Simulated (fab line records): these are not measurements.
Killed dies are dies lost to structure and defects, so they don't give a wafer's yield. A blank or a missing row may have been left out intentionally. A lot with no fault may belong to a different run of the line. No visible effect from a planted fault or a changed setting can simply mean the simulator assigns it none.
Chamber matching :: flow gf180mcu :: GF_V3_ETCH_16 on rie_diel-03: 4 sister chambers
The step etches BARC in N2/H2. 16 wafers are shown with their chamber, then 7 later ones without.

WAFERS, EACH WITH ITS CHAMBER
wafer: L824.1
chamber: 0
drypump_motor_current_A (A): 5.5
throttle_valve_pct (%): 13.225
oes_product_au (a.u.): 0.862

wafer: L824.4
chamber: 3
drypump_motor_current_A (A): 5.8
throttle_valve_pct (%): 13.225
oes_product_au (a.u.): 0.857

wafer: L824.6
chamber: 0
drypump_motor_current_A (A): 5.5
throttle_valve_pct (%): 13.225
oes_product_au (a.u.): 0.858

wafer: L831.1
chamber: 0
drypump_motor_current_A (A): 5.5
throttle_valve_pct (%): 13.216
oes_product_au (a.u.): 0.853

wafer: L831.4
chamber: 3
drypump_motor_current_A (A): 5.9
throttle_valve_pct (%): 13.245
oes_product_au (a.u.): 0.851

wafer: L831.6
chamber: 0
drypump_motor_current_A (A): 5.5
throttle_valve_pct (%): 13.217
oes_product_au (a.u.): 0.852

wafer: L834.1
chamber: 2
drypump_motor_current_A (A): 5.9
throttle_valve_pct (%): 13.216
oes_product_au (a.u.): 0.859

wafer: L834.3
chamber: 3
drypump_motor_current_A (A): 5.8
throttle_valve_pct (%): 13.212
oes_product_au (a.u.): 0.851

wafer: L834.6
chamber: 2
drypump_motor_current_A (A): 5.9
throttle_valve_pct (%): 13.228
oes_product_au (a.u.): 0.859

wafer: L837.1
chamber: 0
drypump_motor_current_A (A): 5.6
throttle_valve_pct (%): 13.211
oes_product_au (a.u.): 0.855

wafer: L837.2
chamber: 2
drypump_motor_current_A (A): 5.9
throttle_valve_pct (%): 13.220
oes_product_au (a.u.): 0.848

wafer: L837.6
chamber: 2
drypump_motor_current_A (A): 5.8
throttle_valve_pct (%): 13.227
oes_product_au (a.u.): 0.852

wafer: L838.1
chamber: 2
drypump_motor_current_A (A): 5.9
throttle_valve_pct (%): 13.240
oes_product_au (a.u.): 0.853

wafer: L838.4
chamber: 1
drypump_motor_current_A (A): 5.7
throttle_valve_pct (%): 13.213
oes_product_au (a.u.): 0.854

wafer: L838.6
chamber: 0
drypump_motor_current_A (A): 5.5
throttle_valve_pct (%): 13.222
oes_product_au (a.u.): 0.846

wafer: L840.2
chamber: 0
drypump_motor_current_A (A): 5.6
throttle_valve_pct (%): 13.234
oes_product_au (a.u.): 0.859

SIGNATURES, as means of the wafers listed above
reading: drypump_motor_current_A
chamber 0: 5.529
chamber 1: 5.700
chamber 2: 5.880
chamber 3: 5.833
scatter within a chamber: 0.0491

reading: throttle_valve_pct
chamber 0: 13.22143
chamber 1: 13.21300
chamber 2: 13.22620
chamber 3: 13.22733
scatter within a chamber: 0.0101

reading: oes_product_au
chamber 0: 0.85500
chamber 1: 0.85400
chamber 2: 0.85420
chamber 3: 0.85300
scatter within a chamber: 0.00485
Rule: a wafer lies at a distance from a chamber equal to the root of the sum of squares, over the readings, of (its reading less the chamber's mean, divided by the reading's scatter). If the next closest chamber is less than 2 further off than the closest, the wafer can't be placed; otherwise it belongs to the closest. The scatter: take each reading less its chamber's mean, square it, sum over the shown wafers, divide by the number of wafers less the number of chambers, and take the root.

WAFERS MISSING THEIR CHAMBER
wafer: L840.6
drypump_motor_current_A (A): 5.8
throttle_valve_pct (%): 13.214
oes_product_au (a.u.): 0.842

wafer: L842.2
drypump_motor_current_A (A): 5.9
throttle_valve_pct (%): 13.236
oes_product_au (a.u.): 0.860

wafer: L842.5
drypump_motor_current_A (A): 5.8
throttle_valve_pct (%): 13.230
oes_product_au (a.u.): 0.859

wafer: L842.6
drypump_motor_current_A (A): 5.5
throttle_valve_pct (%): 13.227
oes_product_au (a.u.): 0.855

wafer: L847.2
drypump_motor_current_A (A): 5.9
throttle_valve_pct (%): 13.225
oes_product_au (a.u.): 0.851

wafer: L847.3
drypump_motor_current_A (A): 5.7
throttle_valve_pct (%): 13.218
oes_product_au (a.u.): 0.858

wafer: L847.4
drypump_motor_current_A (A): 5.8
throttle_valve_pct (%): 13.223
oes_product_au (a.u.): 0.859

EACH ONE'S CHAMBER
wafer: L840.6
from the rows above: can't be placed: 3 or 1 or 2
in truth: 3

wafer: L842.2
from the rows above: can't be placed: 2 or 3
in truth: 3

wafer: L842.5
from the rows above: can't be placed: 3 or 2 or 1
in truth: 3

wafer: L842.6
from the rows above: 0
in truth: 0

wafer: L847.2
from the rows above: can't be placed: 2 or 3
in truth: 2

wafer: L847.3
from the rows above: 1
in truth: 1

wafer: L847.4
from the rows above: can't be placed: 3 or 2 or 1
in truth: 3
2 of 7 placed correctly. Can't be placed from these rows: 5 (the true chamber is among the candidates in 5). Placed wrongly: 0.
